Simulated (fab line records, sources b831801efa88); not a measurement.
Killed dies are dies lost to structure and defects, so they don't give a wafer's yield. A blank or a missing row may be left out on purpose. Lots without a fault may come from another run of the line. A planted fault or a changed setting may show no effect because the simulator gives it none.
A struck lot beside a sound one | flow sfq_line | 42 steps out of a route of 325
Sound: wafers L971.1, L971.2, L971.5. Struck: wafers L981.2, L981.4, L981.5. The cause comes at the end.
At each step with rows: each side's tool, then ch and its chambers, then its first start. Under that, the readings that differ: sound wafers | struck wafers | difference of the means | sigmas: that difference in standard deviations of wafers without a fault.
alike: readings whose means differ by less than 2 such deviations, and words and numbers that are the same on both sides. not compared: withheld readings, readings that some wafer has no value for, bounds like >300 that may hide the same value, and numbers for which the record gives no deviation and whose values overlap.
The two part at a step that has a row with sigmas, a row that says differs or no value, or rows on one side only. Numbers that don't overlap but have no deviation are shown without sigmas and don't part them. A reading that every wafer of one side lacks parts them only if that side has two wafers or more.

SFQ_I6_OVL_MEAS_942:
  sound on overlay-01, day 78 17:07; struck on overlay-01, day 82 17:05
  alike: I6_OVL
then, 5 steps without rows for these wafers: SFQ_TRILAYER_I6_VIA_BARC_OPEN_VIA_ETCH_235 (etches BARC in O2, target depth 125 nm, time 41.7 s); SFQ_TRILAYER_I6_VIA_ETCH_VIA_ETCH_172 (etches SiO2 in CHF3, stops on Nb, target depth 260 nm); SFQ_TRILAYER_I6_VIA_STRIP_STRIP_173 (strips in O2); SFQ_TRILAYER_I6_VIA_STRIP_SOLV_CLEAN_174 (cleans in NMP, time 600 s); SFQ_TRILAYER_M7_DEP_PRE_CLEAN_176 (time 22.5 s).
SFQ_TRILAYER_M7_DEP_SPUTTER_175: material Nb, target thk 200 nm, time 127.5 s.
  sound on pvd_sputter-05, day 78 18:07; struck on pvd_sputter-06, day 82 18:04
  alike: throttle_valve_pct
SFQ_M7_RS_MEAS_943: measures by four-point-probe.
  sound on film_metro-04, day 78 18:12; struck on film_metro-01, day 82 18:11
  alike: M7_NB_RS
then, 3 steps without rows for these wafers: SFQ_TRILAYER_M7_LITHO_COAT_182 (resist thk 62 nm); SFQ_TRILAYER_M7_LITHO_COAT_177 (resist thk 600 nm); SFQ_TRILAYER_M7_LITHO_SOFTBAKE_181.
-- the record jumps here: 4 days lie between the struck wafers' starts before and after --
SFQ_TRILAYER_M7_LITHO_EXPOSE_178: exposes mask M7, target cd 500 nm.
  sound on krf_scanner-01 ch 0, day 82 23:34; struck on krf_scanner-02 ch 0, day 86 15:29
  reading              | sound                | struck               | difference | sigmas
  exposure_dose_mJ_cm2 | 14.399 14.400 14.404 | 17.405 17.417 17.411 | +3.010     | +99 or more
  focus_offset_nm (nm) | 1.1 0.0 0.7          | -0.2 -0.6 -0.6       | -1.1       | -2
  alike: mask
then, 2 steps without rows for these wafers: SFQ_TRILAYER_M7_LITHO_PEB_180 (peb time 60 s); SFQ_TRILAYER_M7_LITHO_DEVELOP_179 (time 60 s).
SFQ_M7_OVL_MEAS_945:
  sound on overlay-02, day 83 01:04; struck on overlay-01, day 86 16:47
  alike: M7_OVL
SFQ_TRILAYER_M7_BARC_OPEN_METAL_ETCH_229: etches BARC in O2, target depth 125 nm, time 41.7 s.
  sound on rie_metal-02 ch 1, day 83 01:06; struck on rie_metal-04 ch 0,1, day 86 16:49
  reading             | sound             | struck            | difference | sigmas
  model.M7.cd_nm (nm) | 500.7 499.6 500.1 | 470.5 471.6 470.3 | -29.3      |
  alike: drypump_motor_current_A, oes_product_au
  not compared: rf_hours_counter_h
SFQ_TRILAYER_M7_ETCH_METAL_ETCH_180: etches Nb in Cl2/Ar, stops on SiO2, target depth 240 nm, time 120 s.
  sound on rie_metal-02 ch 1, day 83 01:13; struck on rie_metal-04 ch 0,1, day 86 16:53
  reading             | sound             | struck            | difference | sigmas
  model.M7.cd_nm (nm) | 500.6 499.5 500.8 | 471.2 471.1 469.4 | -29.7      |
  alike: drypump_motor_current_A, oes_product_au
  not compared: rf_hours_counter_h
SFQ_TRILAYER_M7_STRIP_STRIP_181: strips in O2.
  sound on rie_metal-02 ch 1, day 83 01:28; struck on rie_metal-04 ch 0,1, day 86 17:01
  alike: drypump_motor_current_A, oes_product_au
  not compared: rf_hours_counter_h
then, 1 step without rows for these wafers: SFQ_TRILAYER_M7_STRIP_SOLV_CLEAN_182 (cleans in NMP, time 600 s).
SFQ_TRILAYER_I7_DEP_PECVD_183: deposits SiO2 from SiH4/N2O, time 111.11 s, target thk 500 nm.
  sound on pecvd-02 ch 0,1,2, day 83 02:50; struck on pecvd-04 ch 0,1, day 86 17:47
  alike: heater_power_w, throttle_valve_pct
SFQ_TRILAYER_I7_CMP_CMP_184: polishes SiO2.
  sound on cmp-01 ch 0,2, day 83 04:01; struck on cmp-02 ch 0,1,3, day 86 17:52
  alike: motor_current_A, time_to_endpoint_s
SFQ_I7_BOW_MEAS_946:
  sound on film_metro-04, day 83 06:31; struck on film_metro-04, day 86 20:53
  reading     | sound  | struck   | difference | sigmas
  I7_BOW (um) | 4 4 -1 | 33 20 29 | +25        | +2
then, 7 steps without rows for these wafers: SFQ_TRILAYER_I7_METRO_MEASURE_185; SFQ_TRILAYER_I7_VIA_LITHO_COAT_192 (resist thk 62 nm); SFQ_TRILAYER_I7_VIA_LITHO_COAT_187 (resist thk 650 nm); SFQ_TRILAYER_I7_VIA_LITHO_SOFTBAKE_191; SFQ_TRILAYER_I7_VIA_LITHO_EXPOSE_188 (exposes mask I7, target cd 1000 nm); SFQ_TRILAYER_I7_VIA_LITHO_PEB_190 (peb time 60 s); SFQ_TRILAYER_I7_VIA_LITHO_DEVELOP_189 (time 60 s).
-- the record jumps here: 4 days lie between the struck wafers' starts before and after --
SFQ_I7_OVL_MEAS_947:
  sound on overlay-01, day 87 12:14; struck on overlay-01, day 90 17:50
  alike: I7_OVL
SFQ_TRILAYER_I7_VIA_BARC_OPEN_VIA_ETCH_260: etches BARC in O2, target depth 125 nm, time 41.7 s.
  sound on rie_diel-04 ch 0,1,3, day 87 12:16; struck on rie_diel-03 ch 0,2,3, day 90 17:52
  alike: drypump_motor_current_A, oes_product_au
  not compared: rf_hours_counter_h
then, 10 steps without rows for these wafers: SFQ_TRILAYER_I7_VIA_ETCH_VIA_ETCH_190 (etches SiO2 in CHF3, stops on Nb, target depth 260 nm); SFQ_TRILAYER_I7_VIA_STRIP_STRIP_191 (strips in O2); SFQ_TRILAYER_I7_VIA_STRIP_SOLV_CLEAN_192 (cleans in NMP, time 600 s); SFQ_TRILAYER_M8_LITHO_LOR_COAT_197; SFQ_TRILAYER_M8_LITHO_LOR_BAKE_198; SFQ_TRILAYER_M8_LITHO_COAT_193 (resist thk 600 nm); SFQ_TRILAYER_M8_LITHO_SOFTBAKE_199; SFQ_TRILAYER_M8_LITHO_EXPOSE_194 (exposes mask M8, target cd 2000 nm); SFQ_TRILAYER_M8_LITHO_PEB_196 (peb time 60 s); SFQ_TRILAYER_M8_LITHO_DEVELOP_195 (img clear 15 s, time 55 s).
-- the record jumps here: 4 days lie between the struck wafers' starts before and after --
SFQ_M8_BOW_MEAS_951:
  sound on film_metro-03, day 91 09:21; struck on film_metro-03, day 94 18:36
  reading               | sound            | struck           | difference | sigmas
  M8_BOW (um)           | 4 6 1            | 35 22 30         | +25        | +2
  model.etest.m7.ohm_um | 1.833 1.853 1.84 | 1.947 1.955 1.95 | +0.109     |

WHERE THEY PART
First at SFQ_TRILAYER_M7_LITHO_EXPOSE_178; last, within this record, at SFQ_M8_BOW_MEAS_951.

WHY: what the simulator had put in
Process parameter drift: krf_scanner-02, from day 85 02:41 on, at SFQ_TRILAYER_M7_LITHO_EXPOSE_178. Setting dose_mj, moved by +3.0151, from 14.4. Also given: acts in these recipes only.
